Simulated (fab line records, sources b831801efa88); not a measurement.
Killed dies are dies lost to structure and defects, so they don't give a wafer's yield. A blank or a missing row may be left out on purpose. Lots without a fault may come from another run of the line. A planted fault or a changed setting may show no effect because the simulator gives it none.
fab line records | flow sky130 | part 2 of 2: steps 26 to 35 of 35
record lots=5 wafers=15 last_day=50
route steps=708 shown FIELD_ISO@2 NWELL@32 DNWELL@35
lots that met no fault: from a run of the same line without faults
start_h: hours from the record's first day to the start of the lot's first wafer shown | wait_h: hours since the lot's step before | " the same as in the row above | L1.1+2: a row that stands for several wafers | - no value, or no start given | * or withheld: withheld | < > ~ a bound
route shown NAME@n: a module of which the file shows steps, and the number in the route of the first | usual: mean/standard deviation of fault-free wafers | same: alike in all rows | chamber/n: place in a boat | sites: the reading at each site | _std_site: their standard deviation | _edge_site: outer sites' mean less inner sites' | radius_mm: how far each site lies from the wafer's centre | mask NAME#n: copy n | behind: the tool/chamber that last shaped the wafer | hold: why the lot was held/for how many hours/how that ended | device: the transistor (n, p or np) that didn't switch | end of line: the same wafers' tests at the end of the route | a step without rows: its recipe alone | killed: dies lost to structure and defects at the first sort, not the wafer's yield | map: a wafer's dies, x killed, . not, _ none there
set.NAME: the setting as run; set.NAME@STEP: as run at that earlier step | model.NAME: the simulator's own value behind a step, which no gauge read
lots at some steps of the route; a table a step, a row a wafer
services: from which hour (start_h, from the record's first day; less than 0 if before it) a tool's chamber was out of use, for how many hours, and why
## steps
# step SKY_FIELD_ISO_ANNEAL_26
# recipe temp_c=1000 time_s=1800 ambient=N2
# usual spike_tc_top_C=1014.5/1.2 tube_center_temp_C=999.99/0.095
# columns lot.wafer tool chamber start_h wait_h spike_tc_top_C tube_center_temp_C
L080.2 furnace-01 0 68.00 0.0 1013.0 999.96
L080.4 " 0 " " 1014.1 1000.1
L080.6 " 0 " " 1013.6 999.96
L081.3 furnace-02 0 82.61 1.1 1014.9 1000.1
L081.5 " 0 " " 1016.0 1000.1
L081.6 " 0 " " 1015.6 1000.1
L090.3 furnace-02 0 118.13 0.0 1014.0 1000
L090.5 " 0 " " 1015.2 1000.1
L090.6 " 0 " " 1017.2 1000
L095.2 furnace-01 0 141.95 1.4 1013.8 1000.2
L095.3 " 0 " " 1014.0 1000.1
L095.6 " 0 " " 1014.7 999.88
L096.1 furnace-01 0 147.17 1.3 1015.0 1000
L096.3 " 0 " " 1013.5 1000.1
L096.6 " 0 " " 1012.4 999.94
# step SKY_FIELD_ISO_CMP_27
# recipe stop_on=Si3N4 t_overpolish_s=16 down_force_psi=4 platen_rpm=60 target_thk_nm=457.8 pad_velocity_m_s=0.94248
# usual motor_current_A=11.7/1.7 overpolish_run_s=16.000/0.0099 slurry_flow_ml_min=150.0/0.53 time_to_endpoint_s=112/4.1
# columns lot.wafer tool chamber start_h wait_h motor_current_A overpolish_run_s slurry_flow_ml_min time_to_endpoint_s
L080.2 cmp-02 1 69.50 0.0 13.2 16.008 149.7 120
L080.4 " 3 " " 11.9 16.008 149.9 113
L080.6 " 2 " " 13.3 15.978 150.8 119
L081.3 cmp-01 3 84.11 0.0 13.1 15.996 150.0 115
L081.6 " 3 " " 13.2 16.001 150.2 115
L081.5 " 0 " " 13.7 15.995 150.8 120
L090.3 cmp-01 0 119.78 0.1 13.4 15.992 150.4 118
L090.5 " 1 " " 10.9 16.014 150.4 112
L090.6 " 2 " " 8.7 16.004 150.0 112
L095.3 cmp-01 3 143.55 0.1 12.1 15.992 150.1 110
L095.2 " 0 " " 14.0 15.988 150.0 113
L095.6 " 2 " " 8.4 15.999 150.0 112
L096.1 cmp-02 3 148.67 0.0 11.9 15.968 149.7 112
L096.3 " 0 " " 10.6 15.986 149.8 114
L096.6 " 3 " " 11.4 15.985 150.5 111
# step SKY_FIELD_ISO_WET_ETCH_28
# recipe chemistry=dHF target_depth_nm=23.7 target=SiO2 dilution=10:1 temp_c=25 time_s=47
# columns lot.wafer tool chamber start_h wait_h
L080.2+4+6 wet_bench-04 1 69.80 0.2
L081.3+5+6 wet_bench-04 2 84.41 0.2
L090.3+5+6 wet_bench-01 2 119.93 0.1
L095.2+3+6 wet_bench-01 0 143.75 0.1
L096.1+3+6 wet_bench-01 0 148.97 0.2
# step SKY_FIELD_ISO_WET_ETCH_29
# recipe chemistry=H3PO4 target_depth_nm=160 target=Si3N4 temp_c=160 time_s=1825
# columns lot.wafer tool chamber start_h wait_h
L080.2+4+6 wet_bench-01 2 69.82 0.0
L081.3+5+6 wet_bench-03 0 84.43 0.0
L090.3+5+6 wet_bench-04 0 119.96 0.0
L095.2+3+6 wet_bench-04 1 143.77 0.0
L096.1+3+6 wet_bench-04 3 149.01 0.0
# step SKY_FIELD_ISO_WET_ETCH_30
# recipe chemistry=dHF target_depth_nm=25 target=SiO2 dilution=10:1 temp_c=25 time_s=50
# columns lot.wafer tool chamber start_h wait_h
L080.2+4+6 wet_bench-03 3 70.33 0.0
L081.3+5+6 wet_bench-03 2 84.95 0.0
L090.3+5+6 wet_bench-03 0 120.47 0.0
L095.2+3+6 wet_bench-04 1 144.33 0.0
L096.1+3+6 wet_bench-01 2 149.53 0.0
# step SKY_NWELL_CLEAN_00
# recipe chemistry=SC1/SC2 mix=1:4:20 temp_c=70 time_s=150 dry=n2_spin
# columns lot.wafer tool chamber start_h wait_h
L080.2+4+6 wet_bench-04 3 70.36 0.0
L081.3+5+6 wet_bench-01 3 84.97 0.0
L090.3+5+6 wet_bench-04 3 120.49 0.0
L095.2+3+6 wet_bench-01 2 144.37 0.0
L096.1+3+6 wet_bench-04 0 149.57 0.0
# step SKY_NWELL_OXIDATION_01
# recipe temp_c=900 ambient=O2 stabilise_s=600 purge_s=300 target_thk_a=100 ox_time_s=1418
# usual ox_temp_c=900.0/0.36 spike_tc_top_C=915.7/1.1 tube_center_temp_C=900/0.088
# columns lot.wafer tool chamber start_h wait_h ox_temp_c spike_tc_top_C tube_center_temp_C
L080.2 furnace-02 0 70.68 0.3 900.2 916.6 900.06
L080.4 " 0 " " 900.3 916.4 899.9
L080.6 " 0 " " 900.4 916.4 900.12
L081.3 furnace-01 0 87.05 2.0 899.6 915.2 900.02
L081.5 " 0 " " 899.8 915.5 900.09
L081.6 " 0 " " 899.4 915.0 900.01
L090.3 furnace-02 0 121.23 0.7 899.9 917.8 900.1
L090.5 " 0 " " 900.1 916.8 900.04
L090.6 " 0 " " 899.4 914.9 899.96
L095.2 furnace-02 0 144.42 0.0 899.8 916.0 900.03
L095.3 " 0 " " 900.4 916.9 900.05
L095.6 " 0 " " 900.3 915.7 899.92
L096.1 furnace-02 0 151.38 1.8 900.0 916.5 899.99
L096.3 " 0 " " 900.0 915.3 899.96
L096.6 " 0 " " 899.6 915.6 900.12
# step SKY_NWELL_THK_MEAS_02
# recipe reads=SiO2_of_NWELL_OXIDATION_01
# usual NWELL_OXIDATION_THK=9.98/0.21
# columns lot.wafer tool chamber start_h wait_h NWELL_OXIDATION_THK[nm]
L080.2 film_metro-02 - 72.09 0.0 10.08
L080.4 " - " " 9.92
L080.6 " - " " 10.01
L081.3 film_metro-02 - 88.46 0.0 9.93
L081.5 " - " " 9.85
L081.6 " - " " 9.81
L090.3 film_metro-04 - 122.65 0.0 9.92
L090.5 " - " " 9.73
L090.6 " - " " 9.66
L095.2 film_metro-02 - 145.82 0.0 10.09
L095.3 " - " " 10.07
L095.6 " - " " 10.09
L096.1 film_metro-03 - 152.77 0.0 10.29
L096.3 " - " " 10.17
L096.6 " - " " 9.98
# step SKY_DNWELL_DEHYDRATE_00
# recipe temp_c=200 time_s=60
# usual chill_plate_temp_C=23.00/0.11
# columns lot.wafer tool chamber start_h wait_h chill_plate_temp_C
L080.2 litho_track-01 0 79.92 7.8 22.99
L080.4 " 0 " " 22.91
L080.6 " 0 " " 23.14
L081.3 litho_track-04 0 96.39 7.9 22.99
L081.5 " 0 " " 23.01
L081.6 " 0 " " 22.93
L090.3 litho_track-02 0 130.81 8.2 22.95
L090.5 " 0 " " 23.03
L090.6 " 0 " " 23.05
L095.2 litho_track-02 0 155.34 9.5 22.93
L095.3 " 0 " " 23.11
L095.6 " 0 " " 22.95
L096.1 litho_track-01 0 161.49 8.7 23.14
L096.3 " 0 " " 23.24
L096.6 " 0 " " 23.13
# step SKY_DNWELL_HMDS_01
# recipe prime_time_s=60 prime_temp_c=120
# usual chill_plate_temp_C=23.00/0.1
# columns lot.wafer tool chamber start_h wait_h chill_plate_temp_C
L080.2 litho_track-01 0 80.07 0.1 22.96
L080.4 " 0 " " 22.93
L080.6 " 0 " " 22.87
L081.3 litho_track-04 0 96.54 0.1 23.07
L081.5 " 0 " " 22.82
L081.6 " 0 " " 22.93
L090.3 litho_track-02 0 130.96 0.1 23.08
L090.5 " 0 " " 23.11
L090.6 " 0 " " 22.95
L095.2 litho_track-02 0 155.49 0.1 22.92
L095.3 " 0 " " 22.97
L095.6 " 0 " " 22.87
L096.1 litho_track-01 0 161.64 0.1 22.90
L096.3 " 0 " " 22.95
L096.6 " 0 " " 23.00
## services
# columns tool chamber start_h hours kind
krf_scanner-02 - 23.26 1.0 pm
rie_diel-01 3 27.15 8.8 repair
krf_scanner-02 - 34.47 0.8 pm
cmp-02 - 39.02 0.5 repair
cmp-01 - 40.86 3.5 repair
lpcvd-02 - 50.49 6.0 pm
krf_scanner-01 - 51.16 36.0 pm
cmp-02 - 58.08 0.6 repair
hdpcvd-01 - 66.75 15.0 pm
furnace-02 - 73.65 3.6 pm
cmp-01 - 75.75 6.7 pm
furnace-01 - 78.16 3.5 pm
furnace-02 - 84.25 3.3 pm
krf_scanner-02 - 87.16 7.2 pm
plasma_asher-01 - 88.70 4.3 pm
furnace-02 - 96.38 2.2 pm
krf_scanner-02 - 100.49 1.3 pm
krf_scanner-02 - 113.08 1.2 repair
rie_diel-03 1 115.97 10.6 repair
rie_diel-03 2 123.88 7.7 repair
cmp-01 - 131.56 0.3 repair
hdpcvd-01 1 132.42 4.8 repair
rie_si-02 - 134.55 0.2 repair
rie_diel-03 1 161.07 3.2 repair
